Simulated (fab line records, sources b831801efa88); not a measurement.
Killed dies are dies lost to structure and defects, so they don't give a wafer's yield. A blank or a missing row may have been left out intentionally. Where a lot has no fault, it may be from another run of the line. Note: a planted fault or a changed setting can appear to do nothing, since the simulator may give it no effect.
2 desks, one fault | flow sky130 | only its own numbers are on each desk; what lay behind them is given at the end

## AT THE TOOL OWNER'S DESK: rie si-02
The tool's own readings at SKY_FIELD_ISO_ETCH_17 (etches Si in HBr/Cl2/O2, target depth 342 nm, time 97.7 s): means of the sampled wafers that have a number, for each lot that ran on this tool. Marked OUT: a lot whose mean sits more than 4 standard deviations from the usual mean, which makes it out of limits; the brackets give that distance.
Columns: A = drypump motor current A at SKY_FIELD_ISO_ETCH_17, usual 5.8 A; B = mfc cl2 sccm at SKY_FIELD_ISO_ETCH_17, usual 40.00 sccm; C = oes product au at SKY_FIELD_ISO_ETCH_17, usual 1.001 a.u.; D = rf fwd power W at SKY_FIELD_ISO_ETCH_17, usual 603.5 W; E = throttle valve pct at SKY_FIELD_ISO_ETCH_17, usual 25.656 %
lot  | first seen here | A   | B     | C     | D     | E
L628 | day 2 09:00     | 5.9 | 40.10 | 0.994 | 603.9 | 25.656
L634 | day 3 17:02     | 5.9 | 39.95 | 1.036 | 604.9 | 25.628
L635 | day 3 23:17     | 5.6 | 39.96 | 1.035 | 604.1 | 25.623
This desk found nothing out of limits on any of the 3 lots.

## METROLOGY DESK
Lot by lot, what the gauges showed, no matter which tool ran the lot: averages of those sampled wafers that carry a number. Marked OUT: a lot whose mean sits more than 4 standard deviations from the usual mean, which makes it out of limits; the brackets give that distance.
Columns: A = cd nm at SKY_METAL3_CD_MEAS_13, usual 300.3 nm; B = METAL3_OVL at SKY_METAL3_OVL_MEAS_14, usual 2 nm
lot  | first seen here | A     | B
L627 | day 38 10:35    | 300.2 | -3
L628 | day 38 15:30    | 300.3 | 2
L629 | day 39 02:07    | 301.6 | 4
L634 | day 40 20:19    | 299.2 | -7
L635 | day 41 05:56    | 299.7 | 4
L642 | day 42 22:05    | 301.9 | 5
L643 | day 42 23:33    | 298.5 | -2
L645 | day 43 16:21    | 301.4 | 1
L646 | day 44 02:16    | 303.1 | 4
L649 | day 44 18:48    | 301.9 | 2
L650 | day 44 23:23    | 300.4 | 4
This desk found nothing out of limits on any of the 11 lots.

## PUT TOGETHER
The tool owner's desk saw nothing out of limits.
The metrology desk saw nothing out of limits.

## WHAT THE SIMULATOR HAD INSERTED
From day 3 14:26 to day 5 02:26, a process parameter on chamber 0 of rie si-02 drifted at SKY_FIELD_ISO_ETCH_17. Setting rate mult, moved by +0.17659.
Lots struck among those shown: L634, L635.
